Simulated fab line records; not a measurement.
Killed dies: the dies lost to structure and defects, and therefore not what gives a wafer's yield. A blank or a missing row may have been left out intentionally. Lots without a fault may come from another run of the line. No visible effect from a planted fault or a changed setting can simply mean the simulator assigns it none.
Which tool is to blame? + flow sky130 + 6 lots, 18 wafers sampled, at 3 steps of a route of 708

WHAT THE GAUGES SHOWED, per wafer
SKY_LDD_P_CD_MEAS_07 targets a cd of 380 nm.
| lot  | measured     | on        | cd_nm (nm)        |
|------|--------------|-----------|-------------------|
| L942 | day 20 19:09 | cd_sem-01 | 378.4 378.5 380.0 |
| L945 | day 21 20:40 | cd_sem-01 | 378.7 378.5 377.9 |
| L950 | day 23 10:31 | cd_sem-02 | 382.3 379.5 381.6 |
| L954 | day 24 14:27 | cd_sem-02 | 389.5 390.9 391.6 |
| L956 | day 25 07:39 | cd_sem-01 | 378.2 380.3 377.8 |
| L958 | day 26 00:23 | cd_sem-02 | 393.5 394.8 394.3 |

WHAT TOOL EACH LOT RAN ON (gives the tool, then ch and the chambers of the sampled wafers, and finally the start)
| lot  | SKY_GATE_OXIDE_STRIP_13              | SKY_LDD_P_DEVELOP_06              |
|------|--------------------------------------|-----------------------------------|
| L942 | plasma_asher-01 ch 0,1, day 15 08:59 | litho_track-04 ch 0, day 20 19:01 |
| L945 | plasma_asher-01 ch 0,1, day 16 10:57 | litho_track-01 ch 0, day 21 20:31 |
| L950 | plasma_asher-01 ch 0,1, day 17 21:08 | litho_track-04 ch 0, day 23 10:23 |
| L954 | plasma_asher-01 ch 1, day 19 03:24   | litho_track-04 ch 0, day 24 14:19 |
| L956 | plasma_asher-04 ch 0,1, day 19 22:33 | litho_track-01 ch 0, day 25 07:30 |
| L958 | plasma_asher-01 ch 0,1, day 20 15:33 | litho_track-04 ch 0, day 26 00:14 |
- SKY_GATE_OXIDE_STRIP_13: strips in O2/N2.
- SKY_LDD_P_DEVELOP_06: develop time 60 s.

THE ANSWER, worked out from the rows above alone
Rule: the usual values come from the lots themselves. Put in order of their means at a reading, lots are off if they are a third of the lots or fewer, leave a main group of 4 or more, and stand apart from it by a gap of 3 or more times the standard deviation of the main group's means; of several such gaps the widest counts. A main group is skipped when, at the precision printed for the reading in the tables above, its means are all equal. Also off: a lot with no number at a reading for which 4 or more lots have one. Where the step has rows for the other lots, those lots are counted as sound.
Off at SKY_LDD_P_CD_MEAS_07 (cd_nm): L954, L958. Mean 379.3 nm and standard deviation 1.1 in the main group.
If a tool, at a process step before that reading, ran all the lots that are off and no sound lot after the first of them, it fits. The gauges at SKY_LDD_P_CD_MEAS_07 are tried like those tools. Can't be told from this: 3 tools fit, plasma_asher-01 at SKY_GATE_OXIDE_STRIP_13, litho_track-04 at SKY_LDD_P_DEVELOP_06, cd_sem-02 at SKY_LDD_P_CD_MEAS_07.

WHAT THE SIMULATOR HAD PUT IN
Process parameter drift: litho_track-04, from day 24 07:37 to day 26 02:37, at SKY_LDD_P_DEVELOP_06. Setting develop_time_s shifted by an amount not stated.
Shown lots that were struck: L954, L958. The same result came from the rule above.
